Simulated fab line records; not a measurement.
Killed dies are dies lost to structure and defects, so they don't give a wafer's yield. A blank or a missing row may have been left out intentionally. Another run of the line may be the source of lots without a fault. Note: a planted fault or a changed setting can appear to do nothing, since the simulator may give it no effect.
What tool caused it?	flow gf180mcu	Sampling: 12 lots, 36 wafers, 3 of 602 route steps

== WHAT THE GAUGES READ, wafer by wafer ==
GF_V1_THK_MEAS_03.
lot	measured	on	V1_CVD_02_THK (nm)
L793	day 17 00:29	film_metro-03	840 853 854
L794	day 17 09:31	film_metro-02	834 838 850
L796	day 18 06:35	film_metro-03	862 851 862
L797	day 18 15:01	film_metro-03	840 838 831
L806	day 22 05:04	film_metro-01	846 862 867
L807	day 22 10:19	film_metro-01	841 857 835
L808	day 22 18:41	film_metro-02	847 833 853
L809	day 22 22:25	film_metro-03	851 854 857
L810	day 23 08:46	film_metro-01	844 845 855
L812	day 24 07:25	film_metro-01	834 848 849
L813	day 24 13:24	film_metro-03	831 848 847
L814	day 24 16:49	film_metro-02	828 841 845

== WHAT TOOL EACH LOT RAN ON (gives the tool, then ch and the chambers of the sampled wafers, and finally the start) ==
lot	GF_POLY_GATE_ETCH_13	GF_POLY_GATE_STRIP_14
L793	rie_si-01 ch 1,2, day 9 03:42	plasma_asher-02 ch 0,1, day 9 03:45
L794	rie_si-02 ch 0,1,3, day 9 11:14	plasma_asher-01 ch 0,1, day 9 11:17
L796	rie_si-01 ch 1,2, day 10 00:42	plasma_asher-02 ch 0,1, day 10 00:47
L797	rie_si-01 ch 0,1,2, day 10 08:27	plasma_asher-01 ch 0,1, day 10 08:30
L806	rie_si-01 ch 0,2,3, day 13 03:28	plasma_asher-03 ch 0,1, day 13 03:32
L807	rie_si-01 ch 0,2,3, day 13 10:22	plasma_asher-01 ch 0,1, day 13 10:26
L808	rie_si-02 ch 1,3, day 13 17:21	plasma_asher-01 ch 0,1, day 13 17:25
L809	rie_si-02 ch 1,2, day 13 23:03	plasma_asher-01 ch 0,1, day 13 23:08
L810	rie_si-02 ch 0,2,3, day 14 07:15	plasma_asher-02 ch 0,1, day 14 07:18
L812	rie_si-02 ch 0,1,3, day 15 02:40	plasma_asher-03 ch 0,1, day 15 02:44
L813	rie_si-02 ch 0,3, day 15 05:48	plasma_asher-01 ch 0, day 15 05:52
L814	rie_si-02 ch 0,2, day 15 11:05	plasma_asher-01 ch 0,1, day 15 11:09
- GF_POLY_GATE_ETCH_13: etches poly-Si in HBr/Cl2, stops on SiO2, target depth 198.5 nm, time 69.6 s.
- GF_POLY_GATE_STRIP_14: strips in O2/N2.

== WHAT THE TOOLS THEMSELVES READ (means of the sampled wafers that have a number; where no wafer has one, the mark that the record gives instead) ==
GF_POLY_GATE_ETCH_13.
lot	tool	drypump_motor_current_A (A)	he_backside_leak_sccm (sccm)	mfc_cl2_sccm (sccm)	oes_product_au (a.u.)	throttle_valve_pct (%)
L793	rie_si-01	5.8	2.51	50.17	0.991	33.692
L794	rie_si-02	5.5	2.51	50.00	0.995	33.692
L796	rie_si-01	5.8	2.35	50.04	0.991	33.687
L797	rie_si-01	5.8	2.33	50.08	0.991	33.685
L806	rie_si-01	5.6	2.35	49.82	0.811	33.685
L807	rie_si-01	5.6	2.56	50.06	0.811	33.685
L808	rie_si-02	5.9	2.61	50.09	0.995	33.689
L809	rie_si-02	5.9	2.43	50.05	0.996	33.678
L810	rie_si-02	5.7	2.46	50.01	0.995	33.691
L812	rie_si-02	5.5	2.40	49.98	0.978	33.695
L813	rie_si-02	5.3	2.44	50.12	0.982	33.685
L814	rie_si-02	5.7	2.35	50.09	0.989	33.683

GF_POLY_GATE_STRIP_14.
lot	tool	drypump_motor_current_A (A)	heater_power_w (W)	oes_product_au (a.u.)
L793	plasma_asher-02	5.2	392	0.500
L794	plasma_asher-01	5.1	340	0.505
L796	plasma_asher-02	5.2	389	0.506
L797	plasma_asher-01	5.4	348	0.509
L806	plasma_asher-03	5.9	321	0.487
L807	plasma_asher-01	5.4	353	0.489
L808	plasma_asher-01	5.1	342	0.503
L809	plasma_asher-01	5.1	341	0.505
L810	plasma_asher-02	5.2	397	0.506
L812	plasma_asher-03	5.8	326	0.506
L813	plasma_asher-01	5.6	362	0.506
L814	plasma_asher-01	5.4	348	0.503

== THE ANSWER, worked out from the rows above alone ==
Rule: the lots themselves supply what counts as usual. Put in order of their means at a reading, lots are off if they are a third of the lots or fewer, leave a main group of 4 or more, and stand apart from it by a gap of 3 or more times the standard deviation of the main group's means; of several such gaps the widest counts. A main group whose means are all the same, to the digits that the tables above print for the reading, isn't used. A lot without any number at a reading at which 4 lots or more have one is off too. The other lots that the step has rows for count as sound. Order of review: gauges by route order, followed by the tools' own readings, for which a lot's mean as printed above is used. At the first step where some lot is off, the reading lying furthest off is the one used; lots without a number count as furthest.
Off: L806, L807 (GF_POLY_GATE_ETCH_13, oes_product_au). Main group: mean 0.990 a.u., sd 0.0057.
A tool fits if, at that step or a process step before it, it ran every lot that is off, and no sound lot after the first of them. One fits: rie_si-01 at GF_POLY_GATE_ETCH_13. A fault onset in the window from L797 (day 10 08:27, its last sound lot) to L806 (day 13 03:28, its first lot off) fits.
The tool's own readings at GF_POLY_GATE_ETCH_13 bear it out: on the lots that are off they differ by more than 5 times the standard deviation of the sound lots' means. oes_product_au reads 0.811 a.u. there against 0.990 a.u. on the sound lots.

== WHAT THE SIMULATOR PUT IN ==
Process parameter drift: rie_si-01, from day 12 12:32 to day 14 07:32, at GF_POLY_GATE_ETCH_13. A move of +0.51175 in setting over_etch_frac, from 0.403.
Shown lots that were struck: L806, L807. This agrees with what the rule above found.
